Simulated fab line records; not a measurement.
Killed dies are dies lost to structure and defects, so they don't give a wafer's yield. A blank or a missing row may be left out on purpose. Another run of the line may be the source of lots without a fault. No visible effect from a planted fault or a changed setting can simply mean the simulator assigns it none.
Split-lot trial / flow gf180mcu / on a route of 602 steps: 5 lots, 23 wafers read

## ON THE SPLIT
At GF_MIM_SPUTTER_08 (material AlCu, target thk 200 nm, time 10.6 s), the setting power-w was moved away from the recipe's 10600 W on 8 of the 23 wafers read, by -9.4% to +9.4%. For the rest of the wafers, this setting stayed at what the recipe calls for.

## FROM THE SPLIT TO THE READING: what the file shows between them, 8 steps
- GF_MIM_SPUTTER_09: material TiN, target thk 35 nm, time 29.2 s
- GF_MIM_RS_MEAS_10: measures by four-point-probe
- GF_MIM_THK_MEAS_11: measures by xrf
- GF_MIM_COAT_14: resist thk 1000 nm (also split here: spin-rpm)
- GF_MIM_SOFTBAKE_15: time 60 s
- GF_MIM_EXPOSE_16: exposes mask FuseTop, target cd 2000 nm
- GF_MIM_PEB_17
- GF_MIM_DEVELOP_18: develop time 60 s

## THE READING
oes-product-au, in a.u., at GF_MIM_METAL_ETCH_19 (etches the open film in Cl2/BCl3, stops on Si3N4, target depth 324.5 nm, time 54.1 s). A value of 0.941 a.u. with a standard deviation of 0.0065 a.u. is what fault-free wafers of this fab line usually give.

wafer=L074.1; tool, chamber at the split=pvd-sputter-03, -; power-w as run, W=11600; against the recipe=+9.4%; oes-product-au, a.u.=0.981; against lot-mates on the recipe=+0.040
wafer=L074.2; tool, chamber at the split=pvd-sputter-03, -; power-w as run, W=10600; against the recipe=recipe; oes-product-au, a.u.=0.934; against lot-mates on the recipe=-
wafer=L074.3; tool, chamber at the split=pvd-sputter-03, -; power-w as run, W=11600; against the recipe=+9.4%; oes-product-au, a.u.=0.978; against lot-mates on the recipe=+0.037
wafer=L074.5; tool, chamber at the split=pvd-sputter-03, -; power-w as run, W=10600; against the recipe=recipe; oes-product-au, a.u.=0.952; against lot-mates on the recipe=-
wafer=L074.6; tool, chamber at the split=pvd-sputter-03, -; power-w as run, W=10600; against the recipe=recipe; oes-product-au, a.u.=0.936; against lot-mates on the recipe=-
wafer=L077.2; tool, chamber at the split=pvd-sputter-01, -; power-w as run, W=10600; against the recipe=recipe; oes-product-au, a.u.=0.953; against lot-mates on the recipe=-
wafer=L077.3; tool, chamber at the split=pvd-sputter-01, -; power-w as run, W=10600; against the recipe=recipe; oes-product-au, a.u.=0.947; against lot-mates on the recipe=-
wafer=L077.4; tool, chamber at the split=pvd-sputter-01, -; power-w as run, W=10600; against the recipe=recipe; oes-product-au, a.u.=0.949; against lot-mates on the recipe=-
wafer=L077.5; tool, chamber at the split=pvd-sputter-01, -; power-w as run, W=10600; against the recipe=recipe; oes-product-au, a.u.=0.948; against lot-mates on the recipe=-
wafer=L077.6; tool, chamber at the split=pvd-sputter-01, -; power-w as run, W=10600; against the recipe=recipe; oes-product-au, a.u.=0.938; against lot-mates on the recipe=-
wafer=L079.1; tool, chamber at the split=pvd-sputter-03, -; power-w as run, W=9604; against the recipe=-9.4%; oes-product-au, a.u.=0.913; against lot-mates on the recipe=-0.026
wafer=L079.2; tool, chamber at the split=pvd-sputter-03, -; power-w as run, W=9604; against the recipe=-9.4%; oes-product-au, a.u.=0.907; against lot-mates on the recipe=-0.032
wafer=L079.3; tool, chamber at the split=pvd-sputter-03, -; power-w as run, W=10600; against the recipe=recipe; oes-product-au, a.u.=0.936; against lot-mates on the recipe=-
wafer=L079.4; tool, chamber at the split=pvd-sputter-03, -; power-w as run, W=10600; against the recipe=recipe; oes-product-au, a.u.=0.943; against lot-mates on the recipe=-
wafer=L079.5; tool, chamber at the split=pvd-sputter-03, -; power-w as run, W=9604; against the recipe=-9.4%; oes-product-au, a.u.=0.904; against lot-mates on the recipe=-0.035
wafer=L080.1; tool, chamber at the split=pvd-sputter-01, -; power-w as run, W=9857; against the recipe=-7.0%; oes-product-au, a.u.=0.925; against lot-mates on the recipe=-0.018
wafer=L080.2; tool, chamber at the split=pvd-sputter-01, -; power-w as run, W=9857; against the recipe=-7.0%; oes-product-au, a.u.=0.920; against lot-mates on the recipe=-0.023
wafer=L080.3; tool, chamber at the split=pvd-sputter-01, -; power-w as run, W=9857; against the recipe=-7.0%; oes-product-au, a.u.=0.913; against lot-mates on the recipe=-0.030
wafer=L080.4; tool, chamber at the split=pvd-sputter-01, -; power-w as run, W=10600; against the recipe=recipe; oes-product-au, a.u.=0.941; against lot-mates on the recipe=-
wafer=L080.6; tool, chamber at the split=pvd-sputter-01, -; power-w as run, W=10600; against the recipe=recipe; oes-product-au, a.u.=0.946; against lot-mates on the recipe=-
wafer=L082.1; tool, chamber at the split=pvd-sputter-04, -; power-w as run, W=10600; against the recipe=recipe; oes-product-au, a.u.=0.942; against lot-mates on the recipe=-
wafer=L082.3; tool, chamber at the split=pvd-sputter-04, -; power-w as run, W=10600; against the recipe=recipe; oes-product-au, a.u.=0.950; against lot-mates on the recipe=-
wafer=L082.5; tool, chamber at the split=pvd-sputter-04, -; power-w as run, W=10600; against the recipe=recipe; oes-product-au, a.u.=0.953; against lot-mates on the recipe=-

THE FIT
A straight line over all 23 wafers: oes-product-au changes by +0.00376 a.u. for each +1% of power-w; r = +0.96; the points scatter about the line by 0.0058 a.u.
The same after taking each lot's own level away (the mean of its wafers on the recipe; 23 wafers): +0.00365 a.u. for each +1%; r = +0.96; scatter 0.0053 a.u.
On that fit, the largest move of power-w shifts the reading by 0.034 a.u.
From 0.9395 to 0.9483 a.u.: that is the span of the lots' own levels, equal to 1.4 times the standard deviation above.
The two slopes agree, so the slope changes little with the lot-to-lot level.
Check: +0.0337 a.u. against its lot-mates is what the line predicts for one of the wafers moved furthest among these (+9.4%) when that wafer is left out of the fit. It came out at +0.0403 a.u. against them.

## OTHER SPLITS ON THESE WAFERS
Note: prior to the reading, these wafers also went through further splits. Each is held against what the fit with the lots' levels taken away leaves over:
other split on the same wafers=GF_V3_CMP_04 platen-rpm; wafers away from the commonest value=6; r with oes-product-au (lot level and that fit taken away)=+0.52
other split on the same wafers=GF_V3_SPUTTER_21 power-w; wafers away from the commonest value=10; r with oes-product-au (lot level and that fit taken away)=-0.17
other split on the same wafers=GF_M4_SPUTTER_04 power-w; wafers away from the commonest value=7; r with oes-product-au (lot level and that fit taken away)=+0.21
other split on the same wafers=GF_V4_CVD_00 sih4-flow-sccm; wafers away from the commonest value=7; r with oes-product-au (lot level and that fit taken away)=+0.13
other split on the same wafers=GF_V4_PEB_12 peb-temp-c; wafers away from the commonest value=8; r with oes-product-au (lot level and that fit taken away)=-0.33
other split on the same wafers=GF_MIM_SPUTTER_00 chamber-pressure-pa; wafers away from the commonest value=15; r with oes-product-au (lot level and that fit taken away)=+0.02
other split on the same wafers=GF_MIM_COAT_14 spin-rpm; wafers away from the commonest value=7; r with oes-product-au (lot level and that fit taken away)=+0.15

## THE WHOLE CHAIN: every reading that the file lists as answering this split, in the file's order
step=GF_MIM_SPUTTER_08; what it does=material AlCu, target thk 200 nm, time 10.6 s; reading=AlCu_of_MIM_SPUTTER_08.thk-nm (the simulator's own value, which no gauge read); change (the file's fit)=+2.08 nm for each +1% of the setting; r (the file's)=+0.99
step=GF_MIM_RS_MEAS_10; what it does=measures by four-point-probe; reading=MIM_ALCU_RS; change (the file's fit)=-0.00179 for each +1% of the setting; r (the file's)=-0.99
step=GF_MIM_THK_MEAS_11; what it does=measures by xrf; reading=MIM_ALCU_THK; change (the file's fit)=+1.98 for each +1% of the setting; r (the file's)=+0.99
step=GF_MIM_METAL_ETCH_19; what it does=etches the open film in Cl2/BCl3, stops on Si3N4, target depth 324.5 nm, time 54.1 s; reading=oes-product-au; change (the file's fit)=+0.00366 a.u. for each +1% of the setting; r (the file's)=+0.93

## FILE'S OWN FIT
oes-product-au changes by +0.00366 a.u. for each +1% of power-w, r = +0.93.
